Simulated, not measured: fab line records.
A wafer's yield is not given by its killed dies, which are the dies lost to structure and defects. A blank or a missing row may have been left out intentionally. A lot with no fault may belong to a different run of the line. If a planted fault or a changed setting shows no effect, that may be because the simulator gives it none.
Which tool did it? :: flow sky130 :: 36 wafers sampled from 12 lots at 1 step of a route of 708

## WHAT THE GAUGES SHOWED, per wafer
The record holds no reading of a measuring or inspecting step that can be judged against a usual standard deviation.

## EACH LOT AND THE TOOL THAT RAN IT (in order: tool; ch and the chambers of the sampled wafers; start)
lot: L262
SKY_SD_N_RTA_14: rtp anneal-02 ch 0, day 28 02:07

lot: L263
SKY_SD_N_RTA_14: rtp anneal-01 ch 0, day 28 10:25

lot: L264
SKY_SD_N_RTA_14: rtp anneal-02 ch 0, day 28 18:45

lot: L273
SKY_SD_N_RTA_14: rtp anneal-02 ch 0, day 31 12:55

lot: L274
SKY_SD_N_RTA_14: rtp anneal-02 ch 0, day 31 21:44

lot: L275
SKY_SD_N_RTA_14: rtp anneal-01 ch 0, day 32 04:10

lot: L277
SKY_SD_N_RTA_14: rtp anneal-01 ch 0, day 33 00:27

lot: L279
SKY_SD_N_RTA_14: rtp anneal-01 ch 0, day 33 11:51

lot: L281
SKY_SD_N_RTA_14: rtp anneal-01 ch 0, day 34 02:50

lot: L283
SKY_SD_N_RTA_14: rtp anneal-01 ch 0, day 34 17:16

lot: L284
SKY_SD_N_RTA_14: rtp anneal-02 ch 0, day 35 09:52

lot: L285
SKY_SD_N_RTA_14: rtp anneal-01 ch 0, day 35 13:58
- SKY_SD_N_RTA_14: time 2 s.

## WHAT THE TOOLS THEMSELVES READ (means of the sampled wafers that have a number; where no wafer has one, the mark that the record gives instead)
SKY_SD_N_RTA_14.
lot: L262
tool: rtp anneal-02
lamp power pct (%): 15.72
ramp down c per s: 90.003
wafer_temp_C_max: 1078.3

lot: L263
tool: rtp anneal-01
lamp power pct (%): 15.73
ramp down c per s: 89.995
wafer_temp_C_max: 1077.4

lot: L264
tool: rtp anneal-02
lamp power pct (%): 15.74
ramp down c per s: 90.008
wafer_temp_C_max: 1077.4

lot: L273
tool: rtp anneal-02
lamp power pct (%): 15.74
ramp down c per s: 36.010
wafer_temp_C_max: 1077.3

lot: L274
tool: rtp anneal-02
lamp power pct (%): 15.75
ramp down c per s: 36.017
wafer_temp_C_max: 1078.1

lot: L275
tool: rtp anneal-01
lamp power pct (%): 15.73
ramp down c per s: 90.014
wafer_temp_C_max: 1076.9

lot: L277
tool: rtp anneal-01
lamp power pct (%): 15.72
ramp down c per s: 89.997
wafer_temp_C_max: 1078.0

lot: L279
tool: rtp anneal-01
lamp power pct (%): 15.77
ramp down c per s: 90.007
wafer_temp_C_max: 1077.7

lot: L281
tool: rtp anneal-01
lamp power pct (%): 15.73
ramp down c per s: 90.009
wafer_temp_C_max: 1078.3

lot: L283
tool: rtp anneal-01
lamp power pct (%): 15.74
ramp down c per s: 90.009
wafer_temp_C_max: 1077.5

lot: L284
tool: rtp anneal-02
lamp power pct (%): 15.72
ramp down c per s: 89.999
wafer_temp_C_max: 1078.5

lot: L285
tool: rtp anneal-01
lamp power pct (%): 15.69
ramp down c per s: 90.000
wafer_temp_C_max: 1077.4

## THE ANSWER, worked out from the rows above alone
Rule: the lots themselves supply what counts as usual. Put in order of their means at a reading, lots are off if they are a third of the lots or fewer, leave a main group of 4 or more, and stand apart from it by a gap of 3 or more times the standard deviation of the main group's means; of several such gaps the widest counts. If all means in a main group match to the digits the tables above print for the reading, that group is not used. A lot without any number at a reading at which 4 lots or more have one is off too. Any other lot the step has rows for is counted as sound. First the gauges in route order, then the tools' own readings, where a lot's mean is used as printed above. At the first step where some lot is off, the reading lying furthest off is the one used; lots without a number count as furthest.
Off: L273, L274, at SKY_SD_N_RTA_14 (ramp down c per s). Main group: mean 90.004, sd 0.0059.
A tool fits if, at that step or a process step before it, it ran every lot that is off, and no sound lot after the first of them. None of those tried fits.

## WHAT THE SIMULATOR PUT IN
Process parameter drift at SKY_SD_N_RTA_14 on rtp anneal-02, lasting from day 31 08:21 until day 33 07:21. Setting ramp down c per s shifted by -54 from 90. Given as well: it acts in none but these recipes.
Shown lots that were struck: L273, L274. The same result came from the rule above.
